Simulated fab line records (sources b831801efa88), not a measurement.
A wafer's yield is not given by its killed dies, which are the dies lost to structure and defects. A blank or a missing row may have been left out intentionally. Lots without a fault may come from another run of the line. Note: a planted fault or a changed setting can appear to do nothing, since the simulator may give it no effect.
The tool behind it: which one?    flow sky130    11 lots, 33 wafers sampled, at 5 steps of a route of 708

== WHAT EACH GAUGE READ, for each wafer ==
SKY_PWDE_OVL_MEAS_07.
lot   measured     on          PWDE_OVL (nm)
L636  day 3 23:19  overlay-01  0.8 1.2 0.4
L638  day 4 13:21  overlay-02  1.6 1.0 1.0
L642  day 5 05:41  overlay-02  -1.6 1.8 0.9
L644  day 5 12:50  overlay-01  0.9 2.0 2.7
L645  day 5 23:43  overlay-01  0.3 0.4 -2.3
L646  day 6 07:23  overlay-01  - - -
L647  day 6 12:16  overlay-01  0.6 1.1 1.5
L653  day 7 19:17  overlay-02  3.3 0.2 1.8
L657  day 9 04:16  overlay-02  0.9 1.3 0.4
L659  day 9 14:55  overlay-02  -1.0 1.2 -1.8
L658  day 9 15:22  overlay-01  0.7 1.6 -0.8

SKY_PWDE_TW_MEAS_10.
lot   measured     on             PWDE_TW
L636  day 3 23:36  film-metro-04  376.7 374.6 378.0
L638  day 4 13:38  film-metro-02  375.0 375.9 373.5
L642  day 5 05:58  film-metro-04  375.3 377.2 377.8
L644  day 5 13:07  film-metro-02  375.0 375.6 376.2
L645  day 6 00:01  film-metro-01  372.7 374.6 374.4
L646  day 6 07:40  film-metro-01  30.1 30.1 30.2
L647  day 6 12:34  film-metro-04  378.6 379.1 380.9
L653  day 7 19:35  film-metro-02  375.1 374.8 374.7
L657  day 9 04:34  film-metro-04  376.9 378.2 377.9
L659  day 9 15:13  film-metro-04  379.5 379.6 377.7
L658  day 9 15:39  film-metro-04  380.2 380.0 377.6

SKY_VT_ADJUST_HVTP_OVL_MEAS_08.
lot   measured      on          VT_ADJUST_HVTP_OVL (nm)
L636  day 6 05:55   overlay-01  -2.2 -4.0 -1.7
L638  day 6 20:47   overlay-01  -0.5 0.3 -1.0
L642  day 7 14:36   overlay-01  1.4 1.6 0.2
L644  day 7 22:18   overlay-01  -2.0 -2.8 -0.8
L645  day 8 08:44   overlay-02  -0.7 0.0 -2.4
L646  day 8 17:32   overlay-01  -0.4 -0.3 -2.0
L647  day 8 23:13   overlay-01  2.2 0.8 2.8
L653  day 10 10:26  overlay-02  -2.7 -0.9 -2.2
L657  day 12 01:08  overlay-01  0.6 0.7 0.7
L659  day 12 13:35  overlay-02  -2.0 -0.3 1.1
L658  day 12 13:53  overlay-01  0.5 1.1 2.0

SKY_VT_ADJUST_LVTN_TW_MEAS_10.
lot   measured      on             VT_ADJUST_LVTN_TW
L636  day 7 01:24   film-metro-01  243.1 242.9 242.4
L638  day 7 15:28   film-metro-01  243.3 243.7 243.6
L642  day 8 10:13   film-metro-04  242.8 242.6 243.0
L644  day 8 18:56   film-metro-03  242.7 242.1 241.4
L645  day 9 05:42   film-metro-04  245.1 245.2 244.6
L646  day 9 14:43   film-metro-04  244.7 244.5 243.3
L647  day 9 20:20   film-metro-04  244.5 244.4 243.9
L653  day 11 09:02  film-metro-01  241.4 241.2 241.2
L657  day 13 02:26  film-metro-01  244.4 243.7 244.3
L659  day 13 14:49  film-metro-01  243.4 244.3 243.4
L658  day 13 15:10  film-metro-03  242.7 241.7 242.2

== TOOL THAT RAN EACH LOT (tool first, then ch and the chambers of the sampled wafers, then the start) ==
lot   SKY_PWDE_EXPOSE_04
L636  iline-stepper-02 ch 0, day 3 15:34
L638  iline-stepper-02 ch 0, day 4 04:59
L642  iline-stepper-01 ch 0, day 4 22:04
L644  iline-stepper-01 ch 0, day 5 04:34
L645  iline-stepper-02 ch 0, day 5 14:59
L646  iline-stepper-01 ch 0, day 5 22:37
L647  iline-stepper-01 ch 0, day 6 02:40
L653  iline-stepper-01 ch 0, day 7 09:46
L657  iline-stepper-01 ch 0, day 8 18:25
L659  iline-stepper-02 ch 0, day 9 04:04
L658  iline-stepper-01 ch 0, day 9 05:05
- SKY_PWDE_EXPOSE_04: exposes mask PWDEM, target cd 840 nm.

== WHAT THE TOOLS THEMSELVES READ (means of the sampled wafers that have a number; where no wafer has one, the mark that the record gives instead) ==
SKY_PWDE_EXPOSE_04.
lot   tool              reticle-temp-C (C)
L636  iline-stepper-02  23.03
L638  iline-stepper-02  22.98
L642  iline-stepper-01  22.87
L644  iline-stepper-01  22.99
L645  iline-stepper-02  22.99
L646  iline-stepper-01  22.94
L647  iline-stepper-01  22.99
L653  iline-stepper-01  23.03
L657  iline-stepper-01  23.12
L659  iline-stepper-02  23.04
L658  iline-stepper-01  22.99

== THE ANSWER, worked out from the rows above alone ==
Rule: usual is defined by the lots themselves. Put in order of their means at a reading, lots are off if they are a third of the lots or fewer, leave a main group of 4 or more, and stand apart from it by a gap of 3 or more times the standard deviation of the main group's means; of several such gaps the widest counts. A main group is skipped when, at the precision printed for the reading in the tables above, its means are all equal. Also off: a lot with no number at a reading for which 4 or more lots have one. The other lots that the step has rows for count as sound. Order of review: gauges by route order, followed by the tools' own readings, for which a lot's mean as printed above is used. The first step at which some lot is off is used, and at that step the reading that is off furthest; a lot without a number counts as furthest.
Off: at SKY_PWDE_OVL_MEAS_07 (PWDE_OVL), L646. Without a number there: L646. For the main group the mean is 0.7 nm and the standard deviation 0.78.
A tool fits if, at a process step before that reading, it ran every lot that is off, and no sound lot after the first of them. Not tried: the gauges at SKY_PWDE_OVL_MEAS_07; whatever is off there is also off at SKY_PWDE_TW_MEAS_10, on other tools, and gauge error can't account for it. None of those tried fits.

== WHAT THE SIMULATOR HAD PUT IN ==
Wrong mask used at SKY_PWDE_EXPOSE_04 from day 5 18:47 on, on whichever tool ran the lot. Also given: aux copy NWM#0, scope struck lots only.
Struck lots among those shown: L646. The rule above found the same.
